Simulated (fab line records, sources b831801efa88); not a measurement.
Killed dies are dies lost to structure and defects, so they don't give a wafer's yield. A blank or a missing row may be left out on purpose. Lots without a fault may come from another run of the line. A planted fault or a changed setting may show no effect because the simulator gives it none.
fab line records | flow sky130
record lots=12 wafers=36 last_day=50
route steps=708 shown FIELD_ISO@1 DNWELL@39 NWELL@78 PAD_OPEN@708
lots that met no fault: from a run of the same line without faults
start_h: hours from the record's first day to the start of the lot's first wafer shown | wait_h: hours since the lot's step before | " the same as in the row above | L1.1+2: a row that stands for several wafers | - no value, or no start given | * or withheld: withheld | < > ~ a bound
route shown NAME@n: a module of which the file shows steps, and the number in the route of the first | usual: mean/standard deviation of fault-free wafers | same: alike in all rows | chamber/n: place in a boat | sites: the reading at each site | _std_site: their standard deviation | _edge_site: outer sites' mean less inner sites' | radius_mm: how far each site lies from the wafer's centre | mask NAME#n: copy n | behind: the tool/chamber that last shaped the wafer | hold: why the lot was held/for how many hours/how that ended | device: the transistor (n, p or np) that didn't switch | end of line: the same wafers' tests at the end of the route | a step without rows: its recipe alone | killed: dies lost to structure and defects at the first sort, not the wafer's yield | map: a wafer's dies, x killed, . not, _ none there
set.NAME: the setting as run; set.NAME@STEP: as run at that earlier step | model.NAME: the simulator's own value behind a step, which no gauge read
steps of the route over a sample of lots; a table a step, a row a wafer
services: from which hour (start_h, from the record's first day; less than 0 if before it) a tool's chamber was out of use, for how many hours, and why
## steps
# step SKY_FIELD_ISO_BOW_MEAS_00
# recipe mode=bow
# usual INCOMING_BOW=-1/6.1
# columns lot.wafer tool chamber start_h wait_h INCOMING_BOW[um]
L792.2 film_metro-04 - 15.02 - 14
L792.3 " - " " 0
L792.4 " - " " 10
L793.1 film_metro-03 - 20.00 - 3
L793.2 " - " " -8
L793.3 " - " " -6
L796.1 film_metro-02 - 35.00 - -1
L796.2 " - " " -1
L796.4 " - " " -5
L800.3 film_metro-03 - 55.04 - 11
L800.4 " - " " -8
L800.6 " - " " -11
L804.3 film_metro-02 - 75.04 - -6
L804.5 " - " " -6
L804.6 " - " " 1
L807.1 film_metro-04 - 90.00 - -12
L807.4 " - " " 2
L807.6 " - " " -10
L808.1 film_metro-03 - 95.00 - 9
L808.5 " - " " 9
L808.6 " - " " 9
L809.4 film_metro-04 - 100.06 - 1
L809.5 " - " " -7
L809.6 " - " " -2
L810.1 film_metro-03 - 105.00 - -5
L810.2 " - " " 1
L810.6 " - " " 4
L811.1 film_metro-02 - 110.00 - 2
L811.2 " - " " 2
L811.5 " - " " -2
L813.2 film_metro-02 - 120.02 - 8
L813.3 " - " " -8
L813.5 " - " " -6
L814.1 film_metro-04 - 125.00 - -5
L814.2 " - " " -4
L814.3 " - " " -8
# step SKY_FIELD_ISO_ETCH_14
# recipe chemistry=N2/H2 target=BARC ion_energy_ev=200 source_w=500 bias_w=100 pressure_mtorr=30 n2_flow_sccm=100 h2_flow_sccm=200 stop_on=SiO2 time_s=45.9 target_depth_a=600
# usual chamber_pressure_mTorr=29.996/0.026 drypump_motor_current_A=5.6/0.41 oes_product_au=0.854/0.0055 throttle_valve_pct=13.225/0.0093
# same time_s=45.9
# columns lot.wafer tool chamber start_h wait_h chamber_pressure_mTorr drypump_motor_current_A oes_product_au rf_hours_counter_h throttle_valve_pct
L792.2 rie_diel-04 3 32.86 0.1 29.951 6.0 0.853 60 13.208
L792.3 " 2 " " 30.004 5.3 0.852 67 13.226
L792.4 " 0 " " 29.964 5.3 0.853 69 13.221
L793.1 rie_diel-04 1 39.90 0.1 29.995 5.8 0.855 55 13.222
L793.2 " 2 " " 29.974 5.2 0.858 67 13.221
L793.3 " 3 " " 30.006 6.0 0.850 60 13.210
L796.1 rie_diel-03 1 56.41 0.1 30.012 5.0 0.863 165 13.217
L796.2 " 0 " " 30.001 5.7 0.859 8 13.234
L796.4 " 2 " " 29.992 5.4 0.858 119 13.232
L800.3 rie_diel-04 1 76.76 0.1 29.986 5.8 0.856 55 13.224
L800.4 " 2 " " 29.984 5.3 0.854 68 13.238
L800.6 " 1 " " 29.990 5.8 0.848 - 13.229
L804.3 rie_diel-04 3 96.66 0.1 30.023 6.0 0.856 62 13.214
L804.5 " 0 " " 29.981 5.3 0.845 - 13.219
L804.6 " 3 " " 30.025 6.0 0.857 - 13.223
L807.1 rie_diel-01 1 115.66 0.1 29.948 5.8 0.857 75 13.241
L807.4 " 0 " " 29.978 6.1 0.849 - 13.217
L807.6 " 3 " " 29.985 4.9 0.860 - 13.199
L808.1 rie_diel-01 3 116.80 0.1 30.042 5.0 0.858 129 13.223
L808.5 " 1 " " 30.008 5.8 0.851 - 13.214
L808.6 " 3 " " 30.010 4.9 0.857 - 13.225
L809.4 rie_diel-03 3 122.52 0.0 29.976 6.5 0.853 1 13.217
L809.5 " 0 " " 29.975 5.7 0.858 - 13.233
L809.6 " 3 " " 30.017 6.5 0.850 - 13.223
L810.1 rie_diel-04 0 127.45 0.1 30.012 5.2 0.852 71 13.244
L810.2 " 3 " " 30.057 6.0 0.849 63 13.232
L810.6 " 1 " " 29.971 5.8 0.858 - 13.226
L811.1 rie_diel-03 2 135.16 0.1 29.937 5.4 0.846 121 13.211
L811.2 " 3 " " 29.993 6.5 0.860 1 13.240
L811.5 " 0 " " 29.961 5.7 0.846 - 13.208
L813.2 rie_diel-04 3 144.41 0.1 30.003 6.0 0.863 63 13.234
L813.3 " 0 " " 29.987 5.3 0.850 72 13.212
L813.5 " 2 " " 30.013 5.3 0.845 - 13.218
L814.1 rie_diel-01 3 149.21 0.1 29.953 5.0 0.847 129 13.227
L814.2 " 1 " " 29.986 5.7 0.853 75 13.219
L814.3 " 0 " " 30.010 6.1 0.856 106 13.223
# step SKY_DNWELL_EXPOSE_04
# recipe mask_id=DNM na=0.57 target_cd_nm=3000 dose_mj=222
# usual reticle_temp_C=23.00/0.12
# same na=0.57
# columns lot.wafer tool chamber start_h wait_h mask reticle_temp_C
L792.2 iline_stepper-01 0 48.22 - DNM#0 23.12
L792.3 " 0 " " DNM#0 23.06
L792.4 " 0 " " DNM#0 23.08
L793.1 iline_stepper-01 0 57.18 - DNM#0 22.86
L793.2 " 0 " " DNM#0 22.78
L793.3 " 0 " " DNM#0 22.84
L796.1 iline_stepper-01 0 70.81 - DNM#0 23.04
L796.2 " 0 " " DNM#0 23.07
L796.4 " 0 " " DNM#0 22.93
L800.3 iline_stepper-01 0 95.15 - DNM_R1#0 23.05
L800.4 " 0 " " DNM_R1#0 23.07
L800.6 " 0 " " DNM_R1#0 22.82
L804.3 iline_stepper-01 0 112.65 - DNM#0 23.08
L804.5 " 0 " " DNM#0 23.09
L804.6 " 0 " " DNM#0 23.00
L807.1 iline_stepper-02 0 132.56 - DNM#0 23.17
L807.4 " 0 " " DNM#0 23.05
L807.6 " 0 " " DNM#0 22.92
L808.1 iline_stepper-02 0 133.38 - DNM#0 22.98
L808.5 " 0 " " DNM#0 22.96
L808.6 " 0 " " DNM#0 23.03
L809.4 iline_stepper-01 0 138.75 - DNM#0 22.87
L809.5 " 0 " " DNM#0 23.07
L809.6 " 0 " " DNM#0 23.09
L810.1 iline_stepper-01 0 143.12 - DNM#0 22.92
L810.2 " 0 " " DNM#0 22.96
L810.6 " 0 " " DNM#0 22.84
L811.1 iline_stepper-01 0 150.63 - DNM#0 23.11
L811.2 " 0 " " DNM#0 22.99
L811.5 " 0 " " DNM#0 23.21
L813.2 iline_stepper-02 0 166.20 - DNM#0 22.97
L813.3 " 0 " " DNM#0 22.78
L813.5 " 0 " " DNM#0 22.96
L814.1 iline_stepper-01 0 169.22 - DNM#0 22.90
L814.2 " 0 " " DNM#0 22.95
L814.3 " 0 " " DNM#0 22.99
# step SKY_NWELL_STRIP_25
# recipe chemistry=O2/N2 power_w=1400 pressure_mtorr=1500 platen_temp_c=withheld o2_flow_sccm=3000 n2_flow_sccm=300 overash_fraction=0.5
# usual chamber_pressure_mTorr=1499.9/1.5 drypump_motor_current_A=6.0/0.4 oes_product_au=0.723/0.0049 strip_time_to_endpoint_s=36.92/0.12
# columns lot.wafer tool chamber start_h wait_h chamber_pressure_mTorr drypump_motor_current_A oes_product_au rf_hours_counter_h strip_time_to_endpoint_s
L792.2 plasma_asher-02 1 109.43 0.1 1500.2 5.8 0.718 43 37.00
L792.3 " 1 " " 1497.8 5.8 0.716 - 36.98
L792.4 " 0 " " 1499.2 5.6 0.718 - 37.04
L793.1 plasma_asher-01 1 119.77 0.1 1500.1 6.2 0.714 0 36.61
L793.2 " 0 " " 1499.9 5.5 0.721 0 36.69
L793.3 " 0 " " 1500.4 5.5 0.727 - 36.77
L796.1 plasma_asher-01 0 135.41 0.1 1498.2 5.5 0.721 2 36.84
L796.2 " 1 " " 1501.3 6.1 0.721 2 36.96
L796.4 " 0 " " 1501.5 5.5 0.730 - 36.99
L800.3 plasma_asher-04 1 162.15 0.1 1500.2 6.7 0.730 - 36.94
L800.4 " 0 " " 1499.9 6.2 0.724 - 36.96
L800.6 " 0 " " 1500.1 6.2 0.730 - 36.95
L804.3 plasma_asher-02 1 181.00 0.1 1499.1 5.9 0.718 - 36.96
L804.5 " 0 " " 1499.2 5.6 0.724 - 37.00
L804.6 " 1 " " 1497.2 5.9 0.721 - 37.05
L807.1 plasma_asher-02 0 205.48 0.1 1497.2 5.6 0.728 53 37.00
L807.4 " 1 " " 1498.8 5.9 0.721 - 36.92
L807.6 " 1 " " 1499.8 5.8 0.722 - 36.99
L808.1 plasma_asher-02 1 206.73 0.1 1501.0 5.8 0.718 53 36.90
L808.5 " 0 " " 1501.5 5.5 0.714 - 36.96
L808.6 " 1 " " 1501.6 5.9 0.723 - 36.96
L809.4 plasma_asher-02 0 210.21 0.1 1500.2 5.6 0.722 - 36.90
L809.5 " 1 " " 1497.7 5.8 0.717 - 37.00
L809.6 " 0 " " 1498.6 5.6 0.723 - 36.98
L810.1 plasma_asher-01 0 217.26 0.1 1497.0 5.5 0.717 10 36.93
L810.2 " 1 " " 1500.2 6.1 0.715 10 36.94
L810.6 " 1 " " 1501.0 6.2 0.734 - 36.90
L811.1 plasma_asher-04 1 224.06 0.1 1498.9 6.7 0.724 54 36.72
L811.2 " 0 " " 1499.7 6.2 0.713 54 36.92
L811.5 " 1 " " 1498.8 6.6 0.730 - 36.90
L813.2 plasma_asher-04 1 240.92 0.1 1497.6 6.7 0.724 56 37.05
L813.3 " 0 " " 1501.3 6.2 0.728 - 37.11
L813.5 " 0 " " 1503.2 6.2 0.726 - 37.11
L814.1 plasma_asher-04 0 243.51 0.1 1498.8 6.2 0.721 56 36.90
L814.2 " 1 " " 1501.6 6.7 0.726 56 36.78
L814.3 " 1 " " 1501.4 6.7 0.723 - 36.80
# step SKY_PAD_OPEN_PROBE_99
# usual killed_at_M0_to_M3=43/7.7 killed_at_M4_up=2.9/1.7 killed_at_contacts=24/5.5 killed_at_front_end=15/4 killed_at_other=0.4/0.66 killed_dies=86/9.4 killed_open=47/6.7 killed_short=38/6.2
# same gross_dies=492 killed_at_back_side=0
# columns lot.wafer tool chamber start_h wait_h killed_at_M0_to_M3 killed_at_M4_up killed_at_contacts killed_at_front_end killed_at_other killed_dies killed_open killed_short
L796.1 prober-01 - 1105.66 0.1 33 6 28 10 0 77 44 33
L796.2 prober-01 - 1105.71 0.1 60 2 13 15 0 90 50 40
L796.4 prober-01 - 1105.81 0.2 47 5 21 16 0 89 49 40
# killed by level:class
L796.1 CONTACT:geometric_particle:open=15 VIA2:geometric_particle:open=8 FIELD_ISO:geometric_particle:open=5 VIA1:geometric_particle:short=5 VIA1:geometric_particle:open=5 LI_CONTACT:geometric_particle:open=4 LOCAL_INTERCONNECT:geometric_particle:short=4 CONTACT:geometric_particle:short=4
L796.2 VIA1:geometric_particle:open=14 VIA2:geometric_particle:open=11 POLY_GATE:geometric_particle:short=7 VIA2:geometric_particle:short=7 VIA3:geometric_particle:open=7 METAL2:geometric_particle:short=7 LI_CONTACT:geometric_particle:open=6 CONTACT:geometric_particle:open=5
L796.4 VIA3:geometric_particle:open=11 VIA1:geometric_particle:open=7 LI_CONTACT:geometric_particle:open=6 CONTACT:geometric_particle:open=6 VIA1:geometric_particle:short=5 CONTACT:geometric_particle:short=5 METAL1:geometric_particle:short=5 METAL2:geometric_particle:short=5
## services
# columns tool chamber start_h hours kind
plasma_asher-01 - 10.89 15.6 pm
rie_diel-03 0 30.69 6.7 repair
plasma_asher-02 - 39.17 4.7 repair
rie_diel-01 0 43.59 7.8 repair
plasma_asher-01 - 46.85 14.6 pm
iline_stepper-02 - 47.95 10.6 repair
iline_stepper-02 - 58.60 4.4 pm
iline_stepper-01 - 72.32 2.1 pm
rie_diel-04 2 92.40 17.1 repair
plasma_asher-01 - 98.40 7.9 repair
plasma_asher-04 - 106.46 3.0 repair
plasma_asher-01 - 108.75 9.0 pm
plasma_asher-02 - 110.00 3.7 repair
rie_diel-03 1 125.99 1.2 repair
iline_stepper-02 - 136.36 16.7 repair
iline_stepper-01 - 140.05 1.1 repair
plasma_asher-01 - 144.53 1.3 repair
iline_stepper-01 - 154.93 1.7 pm
rie_diel-03 0 156.27 6.6 repair
rie_diel-03 3 171.84 3.3 repair
rie_diel-01 3 180.52 3.4 repair
plasma_asher-04 - 219.28 1.8 repair
plasma_asher-02 - 220.40 2.8 pm
rie_diel-04 - 229.73 2.8 pm
## key
first_sign step=SKY_DNWELL_EXPOSE_04 reading=mask direction=changed
effect none on later readings
met_at SKY_DNWELL_EXPOSE_04
struck_lots L800
tester_left_out L800
not_acting_at SKY_FIELD_ISO_BOW_MEAS_00,SKY_FIELD_ISO_ETCH_14,SKY_NWELL_STRIP_25
onset_between 70.81 95.15
fault kind=wrong_mask tool=any chamber=- onset_h=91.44 steps=SKY_DNWELL_EXPOSE_04 aux_copy=DNM_R1#0 cd_offset_nm=-600 scope=struck_lots_only
# tester_left_out: of these lots the tester's yield and bins aren't shown, on N5 and GAA mostly nor the transistor test; their killed dies are dies lost to structure and defects alone, not to doping, threshold or leakage, so they don't give the yield
